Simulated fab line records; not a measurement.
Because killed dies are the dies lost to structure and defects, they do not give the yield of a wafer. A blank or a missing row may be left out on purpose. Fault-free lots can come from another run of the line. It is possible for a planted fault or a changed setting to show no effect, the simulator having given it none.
Matching of chambers ; flow gf180mcu ; GF_V5_CVD_02 on pecvd-04 has 3 sister chambers
The step deposits SiO2 from TEOS, target thk 1450 nm, time 163.28 s. 3 wafers are shown with their chamber, then 10 later ones without.

## WAFERS, EACH WITH ITS CHAMBER
wafer;chamber;heater_power_w (W)
L088.4;1;546
L088.6;2;876
L093.4;0;751

## WAFERS WHOSE CHAMBER IS MISSING
wafer;heater_power_w (W)
L093.5;546
L095.1;675
L095.3;823
L095.6;874
L096.3;912
L096.4;753
L096.5;556
L097.1;626
L097.2;927
L097.4;767

## WHICH CHAMBER EACH ONE RAN IN
wafer;from the rows above;in truth
L093.5;1;1
L095.1;can't be placed: 0 or 1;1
L095.3;can't be placed: 2 or 0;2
L095.6;2;2
L096.3;2;2
L096.4;0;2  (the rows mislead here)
L096.5;1;1
L097.1;can't be placed: 1 or 0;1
L097.2;2;2
L097.4;0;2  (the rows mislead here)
5 of 10 placed correctly. These rows do not allow placing 3 (true chamber among the candidates in 3). Placed wrongly: 2.
How it was worked out, from the rows above alone: a wafer's distance from a chamber is the root of the sum, over the readings, of the square of ((its reading less the chamber's mean) divided by the reading's scatter). If the next closest chamber is less than 2 further off than the closest, the wafer can't be placed; otherwise it belongs to the closest. Each chamber's mean is taken over the wafers shown for it. The scatter: root of mean squared gap, hidden wafer to nearest shown wafer, with one shown wafer a chamber.
